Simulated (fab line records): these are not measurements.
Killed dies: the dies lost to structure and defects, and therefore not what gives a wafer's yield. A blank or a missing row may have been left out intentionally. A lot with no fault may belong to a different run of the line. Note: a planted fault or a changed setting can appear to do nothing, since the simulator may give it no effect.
Which tool did it? -- flow sky130 -- 15 lots, 45 wafers sampled, at 5 steps of a route of 708

## WHAT EACH GAUGE READ, for each wafer
SKY_CAPM_RS_MEAS_03: a four-point-probe measurement.
lot,measured,on,CAPM_TIN_RS (ohm/sq)
L864,day 37 11:34,film-metro-03,6.88 6.79 6.78
L867,day 37 11:44,film-metro-04,6.98 7.03 6.98
L870,day 37 13:51,film-metro-03,6.78 6.73 6.85
L872,day 38 18:34,film-metro-03,6.96 6.96 6.97
L873,day 38 19:15,film-metro-03,6.93 6.88 6.92
L874,day 39 01:25,film-metro-01,6.80 6.80 6.74
L876,day 43 07:40,film-metro-04,7.01 6.90 7.01
L877,day 43 12:07,film-metro-04,6.77 6.75 6.79
L883,day 43 13:17,film-metro-04,- - - - - -
L878,day 43 13:29,film-metro-03,- - - - - -
L875,day 43 14:14,film-metro-04,- - - - - -
L885,day 43 15:12,film-metro-01,6.95 6.87 6.89
L881,day 43 16:12,film-metro-01,6.95 6.96 6.94
L880,day 43 17:30,film-metro-01,6.74 6.71 6.77
L887,day 43 19:40,film-metro-03,7.00 7.00 7.02

## WHAT TOOL EACH LOT RAN ON (gives the tool, then ch and the chambers of the sampled wafers, and finally the start)
lot,SKY_VIA2_ETCH_14,SKY_METAL3_SPUTTER_03,SKY_METAL3_SPUTTER_04,SKY_CAPM_SPUTTER_02
L864,"rie-diel-03 ch 0,2, day 37 09:40","pvd-sputter-03, day 37 11:18","pvd-sputter-03, day 37 11:19","pvd-sputter-04, day 37 11:27"
L867,"rie-diel-01 ch 0,1,3, day 37 09:59","pvd-sputter-01, day 37 11:26","pvd-sputter-01, day 37 11:28","pvd-sputter-02, day 37 11:35"
L870,"rie-diel-01 ch 0,2, day 37 12:08","pvd-sputter-02, day 37 13:36","pvd-sputter-02, day 37 13:37","pvd-sputter-01, day 37 13:45"
L872,"rie-diel-01 ch 1,2,3, day 38 16:47","pvd-sputter-02, day 38 18:17","pvd-sputter-02, day 38 18:18","pvd-sputter-04, day 38 18:26"
L873,"rie-diel-01 ch 2,3, day 38 17:29","pvd-sputter-01, day 38 18:59","pvd-sputter-01, day 38 19:01","pvd-sputter-02, day 38 19:08"
L874,"rie-diel-03 ch 0,1,2, day 38 23:35","pvd-sputter-01, day 39 01:05","pvd-sputter-01, day 39 01:07","pvd-sputter-04, day 39 01:15"
L876,"rie-diel-03 ch 0,1,3, day 43 05:53","pvd-sputter-02, day 43 07:25","pvd-sputter-02, day 43 07:26","pvd-sputter-01, day 43 07:34"
L877,"rie-diel-04 ch 0,2,3, day 43 10:20","pvd-sputter-03, day 43 11:50","pvd-sputter-03, day 43 11:52","pvd-sputter-04, day 43 11:59"
L883,"rie-diel-03 ch 0,2, day 43 11:29","pvd-sputter-02, day 43 13:02","pvd-sputter-02, day 43 13:02","pvd-sputter-04, day 43 13:10"
L878,"rie-diel-01 ch 0,1, day 43 11:41","pvd-sputter-01, day 43 13:11","pvd-sputter-01, day 43 13:13","pvd-sputter-02, day 43 13:20"
L875,"rie-diel-03 ch 0,3, day 43 12:29","pvd-sputter-03, day 43 13:57","pvd-sputter-03, day 43 13:58","pvd-sputter-01, day 43 14:06"
L885,"rie-diel-01 ch 1,3, day 43 13:26","pvd-sputter-02, day 43 14:56","pvd-sputter-02, day 43 14:58","pvd-sputter-01, day 43 15:05"
L881,"rie-diel-04 ch 0,3, day 43 14:25","pvd-sputter-03, day 43 15:53","pvd-sputter-03, day 43 15:54","pvd-sputter-02, day 43 16:02"
L880,"rie-diel-04 ch 0,1,3, day 43 15:44","pvd-sputter-01, day 43 17:14","pvd-sputter-01, day 43 17:16","pvd-sputter-01, day 43 17:23"
L887,"rie-diel-03 ch 0,1,3, day 43 17:29","pvd-sputter-01, day 43 19:25","pvd-sputter-01, day 43 19:25","pvd-sputter-01, day 43 19:34"
- SKY_VIA2_ETCH_14: etches BARC in N2/H2, stops on SiO2, time 45.9 s, target depth 60 nm.
- SKY_METAL3_SPUTTER_03: material Ti, target thk 5 nm, time 3.3 s.
- SKY_METAL3_SPUTTER_04: material TiN, target thk 70 nm, time 58.3 s.
- SKY_CAPM_SPUTTER_02: material TiN, target thk 200 nm, time 166.7 s.

## AS READ BY THE TOOLS THEMSELVES (means over the sampled wafers that have a number; for cases with no such wafer, the mark the record gives instead)
SKY_VIA2_ETCH_14.
lot,tool,bias-w (W),drypump-motor-current-A (A),oes-product-au (a.u.),throttle-valve-pct (%)
L864,rie-diel-03,100.2,5.6,0.856,13.222
L867,rie-diel-01,100.0,5.9,0.854,13.226
L870,rie-diel-01,99.8,6.4,0.857,13.219
L872,rie-diel-01,100.2,5.8,0.852,13.229
L873,rie-diel-01,100.2,6.1,0.849,13.219
L874,rie-diel-03,100.0,5.3,0.857,13.226
L876,rie-diel-03,99.9,5.3,0.856,13.228
L877,rie-diel-04,100.1,5.8,0.853,13.230
L883,rie-diel-03,100.4,5.6,0.856,13.221
L878,rie-diel-01,99.6,5.9,0.852,13.212
L875,rie-diel-03,99.7,5.6,0.859,13.215
L885,rie-diel-01,100.0,5.5,0.855,13.229
L881,rie-diel-04,100.3,5.9,0.861,13.218
L880,rie-diel-04,99.9,5.7,0.856,13.228
L887,rie-diel-03,100.2,5.3,0.853,13.226

SKY_METAL3_SPUTTER_03.
lot,tool,cathode-dc-power-W (W),chamber-pressure-pa (Pa),throttle-valve-pct (%)
L864,pvd-sputter-03,3000.1,0.4000,29.3
L867,pvd-sputter-01,2999.6,0.4010,30.5
L870,pvd-sputter-02,3000.1,0.4004,29.9
L872,pvd-sputter-02,3000.2,0.3993,30.2
L873,pvd-sputter-01,3000.5,0.3990,29.1
L874,pvd-sputter-01,3000.0,0.3987,30.0
L876,pvd-sputter-02,3000.0,0.3994,30.2
L877,pvd-sputter-03,3000.1,0.3986,29.8
L883,pvd-sputter-02,3000.8,0.4003,30.8
L878,pvd-sputter-01,3000.0,0.3995,30.0
L875,pvd-sputter-03,3000.0,0.3998,30.2
L885,pvd-sputter-02,3000.4,0.3995,30.4
L881,pvd-sputter-03,3000.0,0.3997,29.9
L880,pvd-sputter-01,2999.5,0.4003,29.8
L887,pvd-sputter-01,2999.7,0.4008,29.3

SKY_METAL3_SPUTTER_04.
lot,tool,cathode-dc-power-W (W),chamber-pressure-pa (Pa),throttle-valve-pct (%)
L864,pvd-sputter-03,6499.2,0.3998,29.5
L867,pvd-sputter-01,6500.8,0.4012,30.4
L870,pvd-sputter-02,6500.4,0.4004,29.7
L872,pvd-sputter-02,6500.0,0.3997,30.2
L873,pvd-sputter-01,6500.7,0.4001,29.1
L874,pvd-sputter-01,6500.4,0.3996,30.1
L876,pvd-sputter-02,6501.2,0.3995,30.1
L877,pvd-sputter-03,6500.7,0.3997,29.9
L883,pvd-sputter-02,6499.0,0.4007,30.7
L878,pvd-sputter-01,6500.5,0.3990,30.2
L875,pvd-sputter-03,6501.0,0.3998,30.5
L885,pvd-sputter-02,6500.1,0.3995,30.4
L881,pvd-sputter-03,6501.0,0.3999,29.9
L880,pvd-sputter-01,6500.5,0.3991,29.9
L887,pvd-sputter-01,6499.6,0.4006,29.3

SKY_CAPM_SPUTTER_02.
lot,tool,cathode-dc-power-W (W),chamber-pressure-pa (Pa),susceptor-temp-C (C),throttle-valve-pct (%)
L864,pvd-sputter-04,6501.1,0.3990,300.19,30.5
L867,pvd-sputter-02,6500.2,0.3994,300.07,30.3
L870,pvd-sputter-01,6501.2,0.4000,299.93,30.4
L872,pvd-sputter-04,6500.1,0.4001,299.90,30.4
L873,pvd-sputter-02,6498.1,0.3993,300.04,30.9
L874,pvd-sputter-04,6500.6,0.4001,299.77,30.0
L876,pvd-sputter-01,6501.0,0.3998,300.03,30.3
L877,pvd-sputter-04,6500.4,0.3996,299.72,30.5
L883,pvd-sputter-04,-,-,-,-
L878,pvd-sputter-02,-,-,-,-
L875,pvd-sputter-01,-,-,-,-
L885,pvd-sputter-01,6500.3,0.3998,299.97,29.9
L881,pvd-sputter-02,6499.4,0.3997,299.87,29.4
L880,pvd-sputter-01,6501.8,0.3996,299.88,29.6
L887,pvd-sputter-01,6500.9,0.3993,300.15,29.4

## THE ANSWER, worked out from the rows above alone
Rule: the usual values come from the lots themselves. The widest of any qualifying gaps counts: lots, ordered by their means at a reading, are off when they make up no more than a third of the lots, leave a main group of 4 or more, and stand apart from it by 3 or more times the standard deviation of that group's means. A main group whose means are all the same, to the digits that the tables above print for the reading, isn't used. A lot without any number at a reading at which 4 lots or more have one is off too. All remaining lots with rows at the step are treated as sound. Order of review: gauges by route order, followed by the tools' own readings, for which a lot's mean as printed above is used. The first step at which some lot is off is used, and at that step the reading that is off furthest; a lot without a number counts as furthest.
Off: at SKY_CAPM_RS_MEAS_03 (CAPM_TIN_RS), L883, L878, L875. Without a number there: L883, L878, L875. For the main group the mean is 6.88 ohm/sq and the standard deviation 0.094.
A tool fits if, at a process step before that reading, it ran every lot that is off, and no sound lot after the first of them. The gauges at SKY_CAPM_RS_MEAS_03 aren't tried: what is off there is off at SKY_CAPM_SPUTTER_02 too, on other tools, and a gauge's error can't cause that. Of those tried, none fits.

## WHAT WAS PUT IN BY THE SIMULATOR
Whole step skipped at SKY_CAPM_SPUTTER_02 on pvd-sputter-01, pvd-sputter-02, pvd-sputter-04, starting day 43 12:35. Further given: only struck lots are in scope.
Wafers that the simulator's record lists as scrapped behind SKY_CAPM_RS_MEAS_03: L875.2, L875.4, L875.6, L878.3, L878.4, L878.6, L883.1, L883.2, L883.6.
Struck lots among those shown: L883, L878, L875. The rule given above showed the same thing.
